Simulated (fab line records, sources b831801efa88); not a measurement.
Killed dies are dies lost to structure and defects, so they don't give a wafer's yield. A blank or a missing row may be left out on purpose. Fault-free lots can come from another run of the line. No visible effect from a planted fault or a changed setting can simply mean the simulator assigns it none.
8D (eight disciplines) problem report, filled in by code / flow sky130 / the parts of the form that need people (team, actions taken, sign-off) are left out

== 1. THE PROBLEM ==
Mean LDD_HVN_TW at SKY_LDD_HVN_TW_MEAS_10: 2904 over 6 wafers in 2 lots; fault-free wafers: 1435, standard deviation 9.4. That is +99 or more standard deviations from the usual mean.
Seen first at day 23 23:20 on filmMetro-02, wafer L278.1. The record holds 36 wafers of 12 lots with a number at this step. By rule, "out" or "out of limits" means more than 4 standard deviations away from the usual mean. Any other wafer with a number is counted as sound.

== 2. WHAT IT IS; WHAT IT IS NOT ==
question=which readings at this step | is=LDD_HVN_TW | is not=-
question=which lots | is=L278, L283 | is not=L269, L270, L271, L273, L274, L277, L279, L286, L290, L292
question=which wafers of those lots | is=all that have a number | is not=-
question=read on which gauges | is=filmMetro-02 | is not=filmMetro-03, filmMetro-04
question=when | is=from day 23 23:20 | is not=up to then (21 sound wafers); but 9 sound wafers of L286, L290, L292 came after

== 3. THE SUSPECTS, EACH WITH WHAT RULES IT OUT ==
Counting: a tool stays on the suspect list if, at a process step up to the reading, it processed all lots that are out and no sound lot following the first of them.
- the gauge at SKY_LDD_HVN_TW_MEAS_10 is ruled out. All the wafers that are out were read on filmMetro-02, but those of them that SKY_LDD_HVN_IMPLANT_08 has rows for are out there too, on other tools.
- implanter-02 at SKY_LDD_HVN_IMPLANT_08: ruled out as a lasting fault. The sound lots L290 went through it after L278, its earliest lot that is out (day 23 23:05).
Left after counting: nothing in the record.

== 4. THE CAUSE (what the simulator had put in) ==
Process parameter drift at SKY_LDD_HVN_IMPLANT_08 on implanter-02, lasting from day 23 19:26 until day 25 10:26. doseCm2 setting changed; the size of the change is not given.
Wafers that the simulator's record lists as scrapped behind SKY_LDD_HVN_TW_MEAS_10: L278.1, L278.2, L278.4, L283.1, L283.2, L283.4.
It was ruled out by counting, in error; the rule expects a fault to strike all lots run on its tool from its start on, and this fault did not.

== 5. THE EFFECT CHAIN, in route order ==
Each row: a reading whose mean over the struck wafers that have a number lies more than 3 standard deviations from the usual. Scope: only readings with a usual standard deviation given in the record; hours: median across lots of the time from each lot's start at the first step in this table that gives one to its start at this step; sigmas: change in usual standard deviations.
hours=0; step=SKY_LDD_HVN_IMPLANT_08; reading=beamOnS; usual=10.02 s; on struck wafers=12.36; change=+2.34; sigmas=+11
hours=0; step=SKY_LDD_HVN_IMPLANT_08; reading=doseIonsCm2; usual=3e+13; on struck wafers=3e+14; change=+3e+14; sigmas=+99 or more
hours=0; step=SKY_LDD_HVN_IMPLANT_08; reading=endStationPressureTorr; usual=5.13e-06 Torr; on struck wafers=6.24e-06; change=+1.11e-06; sigmas=+4.4
hours=0; step=SKY_LDD_HVN_IMPLANT_08; reading=faradayCurrentUA; usual=169; on struck wafers=1406; change=+1237; sigmas=+99 or more
hours=0; step=SKY_LDD_HVN_TW_MEAS_10; reading=LDD_HVN_TW; usual=1435; on struck wafers=2904; change=+1469; sigmas=+99 or more
Process steps it contains:
- SKY_LDD_HVN_IMPLANT_08

== 6. HOW IT WOULD HAVE BEEN CAUGHT EARLIER ==
4 hours passed between the start of the fault at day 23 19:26 and the first reading out of limits at a measuring or inspecting step in this record, taken at day 23 23:20.
At SKY_LDD_HVN_IMPLANT_08, the tool's own readings (beamOnS, doseIonsCm2, faradayCurrentUA) were out on each struck wafer the step has a row for, so an alarm limit on them would have fired on the first such wafer.
